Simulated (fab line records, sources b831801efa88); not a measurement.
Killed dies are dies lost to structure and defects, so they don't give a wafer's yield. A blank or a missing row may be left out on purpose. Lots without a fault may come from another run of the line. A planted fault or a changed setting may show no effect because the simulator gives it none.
A struck lot beside a sound one | flow sfq_line | 14 steps out of a route of 325
Sound: wafers L874.1, L874.2, L874.5. Struck: wafers L879.3, L879.4, L879.5. The cause comes at the end.
At each step with rows: each side's tool, then ch and its chambers, then its first start. Under that, the readings that differ: sound wafers | struck wafers | difference of the means | sigmas: that difference in standard deviations of wafers without a fault.
alike: readings whose means differ by less than 2 such deviations, and words and numbers that are the same on both sides. not compared: withheld readings, readings that some wafer has no value for, bounds like >300 that may hide the same value, and numbers for which the record gives no deviation and whose values overlap.
The two part at a step that has a row with sigmas, a row that says differs or no value, or rows on one side only. Numbers that don't overlap but have no deviation are shown without sigmas and don't part them. A reading that every wafer of one side lacks parts them only if that side has two wafers or more.

first, 2 steps without rows for these wafers: SFQ_TRILAYER_I2_VIA_STRIP_SOLV_CLEAN_072 (cleans in NMP, time 600 s); SFQ_TRILAYER_M3_DEP_PRE_CLEAN_074 (time 22.5 s).
SFQ_TRILAYER_M3_DEP_SPUTTER_073: material Nb, target thk 200 nm, time 133.3 s.
  sound on pvd_sputter-06, day 20 23:20; struck on pvd_sputter-05, day 31 05:16
  alike: throttle_valve_pct
SFQ_M3_RS_MEAS_919: measures by four-point-probe.
  sound on film_metro-02, day 20 23:25; struck on film_metro-02, day 31 05:24
  alike: M3_NB_RS
then, 6 steps without rows for these wafers: SFQ_TRILAYER_M3_LITHO_COAT_080 (resist thk 62 nm); SFQ_TRILAYER_M3_LITHO_COAT_075 (resist thk 600 nm); SFQ_TRILAYER_M3_LITHO_SOFTBAKE_079; SFQ_TRILAYER_M3_LITHO_EXPOSE_076 (exposes mask M3, target cd 500 nm); SFQ_TRILAYER_M3_LITHO_PEB_078 (peb time 60 s); SFQ_TRILAYER_M3_LITHO_DEVELOP_077 (time 60 s).
-- the record jumps here: 6 days lie between the struck wafers' starts before and after --
SFQ_M3_OVL_MEAS_921:
  sound on overlay-02, day 27 18:07; struck on overlay-01, day 36 22:23
  reading     | sound  | struck  | difference | sigmas
  M3_OVL (nm) | 11 3 6 | -9 1 -5 | -11        | -2
SFQ_TRILAYER_M3_BARC_OPEN_METAL_ETCH_100: etches BARC in O2, target depth 125 nm, time 41.7 s.
  sound on rie_metal-04 ch 0,1, day 27 18:09; struck on rie_metal-01 ch 0,1, day 36 22:25
  reading                                             | sound             | struck            | difference | sigmas
  oes_product_au (a.u.)                               | 0.688 0.679 0.686 | 0.818 0.818 0.828 | +0.137     | +30
  run_length_s (s)                                    | 69.1 69.7 69.3    | 60.0 60.4 60.8    | -9.0       | -20
  time_s (s)                                          | 41.7 41.7 41.7    | 29.19 29.19 29.19 | -12.51     |
  model.KrF_of_TRILAYER_M3_LITHO_COAT_075.thk_nm (nm) | 522.6 523 520.7   | 538 536 538       | +15        |
  alike: bias_w, drypump_motor_current_A
  not compared: rf_hours_counter_h
SFQ_TRILAYER_M3_ETCH_METAL_ETCH_078: etches Nb in Cl2/Ar, stops on SiO2, target depth 240 nm, time 120 s.
  sound on rie_metal-04 ch 0,1, day 27 18:13; struck on rie_metal-01 ch 0,1, day 36 22:30
  reading                                             | sound           | struck          | difference | sigmas
  model.KrF_of_TRILAYER_M3_LITHO_COAT_075.thk_nm (nm) | 381.6 381.6 379 | 396.7 394 396.9 | +15.1      |
  alike: bias_w, drypump_motor_current_A, oes_product_au, run_length_s, time_s
  not compared: rf_hours_counter_h
SFQ_TRILAYER_M3_STRIP_STRIP_079: strips in O2.
  sound on rie_metal-04 ch 0,1, day 27 18:20; struck on rie_metal-01 ch 0,1, day 36 22:47
  alike: drypump_motor_current_A, oes_product_au
  not compared: rf_hours_counter_h

WHERE THEY PART
First at SFQ_M3_OVL_MEAS_921; last, within this record, at SFQ_TRILAYER_M3_BARC_OPEN_METAL_ETCH_100. Later steps at which nothing parts them and some readings are alike: SFQ_TRILAYER_M3_ETCH_METAL_ETCH_078, SFQ_TRILAYER_M3_STRIP_STRIP_079.

WHY: what the simulator had put in
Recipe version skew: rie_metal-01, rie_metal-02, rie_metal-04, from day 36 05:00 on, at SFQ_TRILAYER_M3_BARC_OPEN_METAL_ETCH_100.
